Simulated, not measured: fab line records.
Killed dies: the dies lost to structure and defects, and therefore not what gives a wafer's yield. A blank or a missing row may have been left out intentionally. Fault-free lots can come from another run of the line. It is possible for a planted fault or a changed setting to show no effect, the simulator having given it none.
Split-lot trial :: flow sfqLine :: on a route of 325 steps: 5 lots, 23 wafers read

THE SPLIT ITSELF
At SFQ_TRILAYER_A5C_DEP_PECVD_142 (deposits SiO2 from SiH4/N2O, time 15.556 s, target thk 70 nm), the setting timeS was moved away from the recipe's 15.556 s on 11 of the 23 wafers read, by -10.1% to +13.5%. All remaining wafers had this setting at the recipe value.

FROM THE SPLIT TO THE READING: what the file shows between them, 4 steps
- SFQ_TRILAYER_C5_LITHO_COAT_151: resist thk 650 nm (also split here: resistThkNm)
- SFQ_TRILAYER_C5_LITHO_SOFTBAKE_155
- SFQ_TRILAYER_C5_LITHO_EXPOSE_152: exposes mask C5, target cd 500 nm
- SFQ_TRILAYER_C5_BARC_OPEN_VIA_ETCH_210: etches BARC in O2, target depth 125 nm, time 41.7 s

THE READING
oesProductAu, in a.u., at SFQ_TRILAYER_C5_ETCH_VIA_ETCH_154 (etches SiO2 in CHF3, stops on Nb, target depth 84 nm). On this fab line, fault-free wafers typically give 0.893 a.u. with a standard deviation of 0.0088 a.u.

wafer: L078.4
tool, chamber at the split: pecvd-04, 1
timeS as run, s: 15.556
against the recipe: recipe
oesProductAu, a.u.: 0.897
against lot-mates on the recipe: -

wafer: L078.5
tool, chamber at the split: pecvd-04, 0
timeS as run, s: 15.556
against the recipe: recipe
oesProductAu, a.u.: 0.907
against lot-mates on the recipe: -

wafer: L078.6
tool, chamber at the split: pecvd-04, 2
timeS as run, s: 15.556
against the recipe: recipe
oesProductAu, a.u.: 0.887
against lot-mates on the recipe: -

wafer: L079.1
tool, chamber at the split: pecvd-03, 1
timeS as run, s: 17.27
against the recipe: +11.0%
oesProductAu, a.u.: 0.937
against lot-mates on the recipe: +0.047

wafer: L079.3
tool, chamber at the split: pecvd-03, 2
timeS as run, s: 15.556
against the recipe: recipe
oesProductAu, a.u.: 0.889
against lot-mates on the recipe: -

wafer: L079.4
tool, chamber at the split: pecvd-03, 2
timeS as run, s: 17.27
against the recipe: +11.0%
oesProductAu, a.u.: 0.954
against lot-mates on the recipe: +0.064

wafer: L079.5
tool, chamber at the split: pecvd-03, 0
timeS as run, s: 15.556
against the recipe: recipe
oesProductAu, a.u.: 0.891
against lot-mates on the recipe: -

wafer: L079.6
tool, chamber at the split: pecvd-03, 1
timeS as run, s: 17.27
against the recipe: +11.0%
oesProductAu, a.u.: 0.957
against lot-mates on the recipe: +0.067

wafer: L080.1
tool, chamber at the split: pecvd-03, 1
timeS as run, s: 17.65
against the recipe: +13.5%
oesProductAu, a.u.: 0.946
against lot-mates on the recipe: +0.061

wafer: L080.2
tool, chamber at the split: pecvd-03, 2
timeS as run, s: 17.65
against the recipe: +13.5%
oesProductAu, a.u.: 0.953
against lot-mates on the recipe: +0.068

wafer: L080.3
tool, chamber at the split: pecvd-03, 0
timeS as run, s: 15.556
against the recipe: recipe
oesProductAu, a.u.: 0.876
against lot-mates on the recipe: -

wafer: L080.4
tool, chamber at the split: pecvd-03, 0
timeS as run, s: 15.556
against the recipe: recipe
oesProductAu, a.u.: 0.893
against lot-mates on the recipe: -

wafer: L080.6
tool, chamber at the split: pecvd-03, 2
timeS as run, s: 17.65
against the recipe: +13.5%
oesProductAu, a.u.: 0.967
against lot-mates on the recipe: +0.082

wafer: L084.1
tool, chamber at the split: pecvd-03, 0
timeS as run, s: 13.98
against the recipe: -10.1%
oesProductAu, a.u.: 0.834
against lot-mates on the recipe: -0.056

wafer: L084.2
tool, chamber at the split: pecvd-03, 2
timeS as run, s: 13.98
against the recipe: -10.1%
oesProductAu, a.u.: 0.830
against lot-mates on the recipe: -0.060

wafer: L084.4
tool, chamber at the split: pecvd-03, 0
timeS as run, s: 15.556
against the recipe: recipe
oesProductAu, a.u.: 0.893
against lot-mates on the recipe: -

wafer: L084.5
tool, chamber at the split: pecvd-03, 2
timeS as run, s: 13.98
against the recipe: -10.1%
oesProductAu, a.u.: 0.847
against lot-mates on the recipe: -0.043

wafer: L084.6
tool, chamber at the split: pecvd-03, 1
timeS as run, s: 15.556
against the recipe: recipe
oesProductAu, a.u.: 0.887
against lot-mates on the recipe: -

wafer: L085.1
tool, chamber at the split: pecvd-02, 1
timeS as run, s: 15.556
against the recipe: recipe
oesProductAu, a.u.: 0.903
against lot-mates on the recipe: -

wafer: L085.2
tool, chamber at the split: pecvd-02, 2
timeS as run, s: 15.556
against the recipe: recipe
oesProductAu, a.u.: 0.886
against lot-mates on the recipe: -

wafer: L085.3
tool, chamber at the split: pecvd-02, 0
timeS as run, s: 17.61
against the recipe: +13.2%
oesProductAu, a.u.: 0.958
against lot-mates on the recipe: +0.063

wafer: L085.5
tool, chamber at the split: pecvd-02, 1
timeS as run, s: 17.61
against the recipe: +13.2%
oesProductAu, a.u.: 0.974
against lot-mates on the recipe: +0.079

wafer: L085.6
tool, chamber at the split: pecvd-02, 0
timeS as run, s: 15.556
against the recipe: recipe
oesProductAu, a.u.: 0.895
against lot-mates on the recipe: -

THE FIT
A straight line over all 23 wafers: oesProductAu changes by +0.00519 a.u. for each +1% of timeS; r = +0.98; the points scatter about the line by 0.0089 a.u.
The same after taking each lot's own level away (the mean of its wafers on the recipe; 23 wafers): +0.0053 a.u. for each +1%; r = +0.98; scatter 0.0078 a.u.
That fit puts the effect of the largest move of timeS on the reading at 0.071 a.u.
Measured against the standard deviation above, the lots' own levels, which go from 0.8845 to 0.8970 a.u., span 1.4 times it.
Hence the lot-to-lot level has little effect on the slope; both slopes agree.
Check: for one of the wafers moved furthest among these (+13.5%), held out of the fit, the line's prediction against its lot-mates is +0.0731 a.u. Against them it came out at +0.0615 a.u.

OTHER SPLITS ON THESE WAFERS
Other splits were also applied to these wafers ahead of the reading. Each is held against what the fit with the lots' levels taken away leaves over:
other split on the same wafers: SFQ_TRILAYER_I4_VIA_ETCH_VIA_ETCH_106 sourceW
wafers away from the commonest value: 9
r with oesProductAu (lot level and that fit taken away): -0.01

other split on the same wafers: SFQ_TRILAYER_JJ_TRILAYER_DEP_SPUTTER_110 powerW
wafers away from the commonest value: 10
r with oesProductAu (lot level and that fit taken away): -0.06

other split on the same wafers: SFQ_TRILAYER_JJ_CE_LITHO_COAT_114 resistThkNm
wafers away from the commonest value: 8
r with oesProductAu (lot level and that fit taken away): -0.11

other split on the same wafers: SFQ_TRILAYER_JJ_CE_BARC_OPEN_RIE_150 icpW
wafers away from the commonest value: 6
r with oesProductAu (lot level and that fit taken away): +0.08

other split on the same wafers: SFQ_TRILAYER_M5_LITHO_EXPOSE_124 doseMj
wafers away from the commonest value: 6
r with oesProductAu (lot level and that fit taken away): -0.36

other split on the same wafers: SFQ_TRILAYER_R5_LITHO_COAT_136 resistThkNm
wafers away from the commonest value: 7
r with oesProductAu (lot level and that fit taken away): +0.11

other split on the same wafers: SFQ_TRILAYER_R5_ETCH_METAL_ETCH_139 biasW
wafers away from the commonest value: 5
r with oesProductAu (lot level and that fit taken away): -0.04

other split on the same wafers: SFQ_TRILAYER_C5_LITHO_COAT_151 resistThkNm
wafers away from the commonest value: 8
r with oesProductAu (lot level and that fit taken away): +0.05

THE WHOLE CHAIN: every reading that the file lists as answering this split, in the file's order
step: SFQ_TRILAYER_A5C_DEP_PECVD_142
what it does: deposits SiO2 from SiH4/N2O, time 15.556 s, target thk 70 nm
reading: SiO2_of_TRILAYER_A5C_DEP_PECVD_142.thkNm (the simulator's own value, which no gauge read)
change (the file's fit): +0.716 nm for each +1% of the setting
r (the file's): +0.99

step: SFQ_TRILAYER_C5_ETCH_VIA_ETCH_154
what it does: etches SiO2 in CHF3, stops on Nb, target depth 84 nm
reading: oesProductAu
change (the file's fit): +0.00533 a.u. for each +1% of the setting
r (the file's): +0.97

step: SFQ_TRILAYER_C5_ETCH_VIA_ETCH_154
what it does: etches SiO2 in CHF3, stops on Nb, target depth 84 nm
reading: etch.depthNm (the simulator's own value, which no gauge read)
change (the file's fit): +0.688 nm for each +1% of the setting
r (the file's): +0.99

step: SFQ_TRILAYER_C5_ETCH_VIA_ETCH_154
what it does: etches SiO2 in CHF3, stops on Nb, target depth 84 nm
reading: C5.featureDepthNm (the simulator's own value, which no gauge read)
change (the file's fit): +0.716 nm for each +1% of the setting
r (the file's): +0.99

THE FILE'S OWN FIT
oesProductAu changes by +0.00533 a.u. for each +1% of timeS, r = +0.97.
